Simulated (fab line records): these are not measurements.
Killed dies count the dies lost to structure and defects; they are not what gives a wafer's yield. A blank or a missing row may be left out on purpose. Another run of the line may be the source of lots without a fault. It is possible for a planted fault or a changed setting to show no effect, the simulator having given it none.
Chamber matching + flow gf180mcu + GF_V3_ETCH_16 on rieDiel-02: 4 sister chambers
The step etches BARC in N2/H2. 20 wafers are shown with their chamber, then 10 later ones without.

EACH WAFER AND ITS CHAMBER
| wafer  | chamber | drypumpMotorCurrentA (A) | oesProductAu (a.u.) | throttleValvePct (%) |
|--------|---------|--------------------------|---------------------|----------------------|
| L074.1 | 2       | 6.2                      | 0.859               | 13.236               |
| L074.2 | 0       | 5.3                      | 0.855               | 13.220               |
| L074.6 | 3       | 5.1                      | 0.861               | 13.222               |
| L076.2 | 2       | 6.3                      | 0.855               | 13.236               |
| L076.3 | 1       | 5.4                      | 0.853               | 13.218               |
| L076.5 | 3       | 5.0                      | 0.855               | 13.252               |
| L077.3 | 1       | 5.4                      | 0.855               | 13.222               |
| L077.4 | 2       | 6.3                      | 0.862               | 13.224               |
| L077.5 | 3       | 5.0                      | 0.850               | 13.224               |
| L081.1 | 1       | 5.4                      | 0.846               | 13.220               |
| L081.4 | 3       | 5.0                      | 0.858               | 13.214               |
| L081.6 | 1       | 5.4                      | 0.852               | 13.218               |
| L083.1 | 0       | 5.3                      | 0.855               | 13.211               |
| L083.5 | 3       | 5.0                      | 0.851               | 13.212               |
| L083.6 | 0       | 5.3                      | 0.858               | 13.226               |
| L087.1 | 1       | 5.4                      | 0.851               | 13.211               |
| L087.3 | 0       | 5.2                      | 0.862               | 13.213               |
| L087.4 | 3       | 5.0                      | 0.855               | 13.221               |
| L089.2 | 1       | 5.4                      | 0.851               | 13.220               |
| L089.3 | 3       | 5.0                      | 0.860               | 13.232               |

SIGNATURES (averages over the wafers above)
| reading              | chamber 0 | chamber 1 | chamber 2 | chamber 3 | scatter within a chamber |
|----------------------|-----------|-----------|-----------|-----------|--------------------------|
| drypumpMotorCurrentA | 5.275     | 5.400     | 6.267     | 5.014     | 0.0377                   |
| oesProductAu         | 0.85750   | 0.85133   | 0.85867   | 0.85571   | 0.00363                  |
| throttleValvePct     | 13.21750  | 13.21817  | 13.23200  | 13.22529  | 0.00937                  |
Rule: for each reading, subtract the chamber's mean from the wafer's reading, divide by that reading's scatter and square the result; add these up over the readings and take the root, which gives the wafer's distance from the chamber. The wafer belongs to the nearest chamber; if the next one is less than 2 further off, it can't be placed. How the scatter is found: for the shown wafers, subtract from each reading the mean of its chamber, square and add these, divide the total by (wafers less chambers), then take the root.

WAFERS MISSING THEIR CHAMBER
| wafer  | drypumpMotorCurrentA (A) | oesProductAu (a.u.) | throttleValvePct (%) |
|--------|--------------------------|---------------------|----------------------|
| L089.5 | 5.0                      | 0.851               | 13.224               |
| L091.2 | 5.4                      | 0.851               | 13.217               |
| L091.4 | 5.3                      | 0.851               | 13.225               |
| L091.5 | 6.2                      | 0.848               | 13.232               |
| L092.2 | 5.0                      | 0.850               | 13.219               |
| L092.3 | 5.3                      | 0.862               | 13.221               |
| L092.6 | 5.3                      | 0.848               | 13.205               |
| L094.1 | 5.0                      | 0.847               | 13.230               |
| L094.4 | 5.4                      | 0.850               | 13.240               |
| L094.5 | 6.3                      | 0.849               | 13.244               |

THE CHAMBER EACH PASSED THROUGH
| wafer  | from the rows above     | in truth |
|--------|-------------------------|----------|
| L089.5 | 3                       | 3        |
| L091.2 | 1                       | 1        |
| L091.4 | can't be placed: 0 or 1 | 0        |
| L091.5 | 2                       | 2        |
| L092.2 | 3                       | 3        |
| L092.3 | 0                       | 0        |
| L092.6 | can't be placed: 0 or 1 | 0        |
| L094.1 | 3                       | 3        |
| L094.4 | 1                       | 1        |
| L094.5 | 2                       | 2        |
Correct placement for 8 of the 10. These rows do not allow placing 2 (true chamber among the candidates in 2). Number placed wrongly: 0.
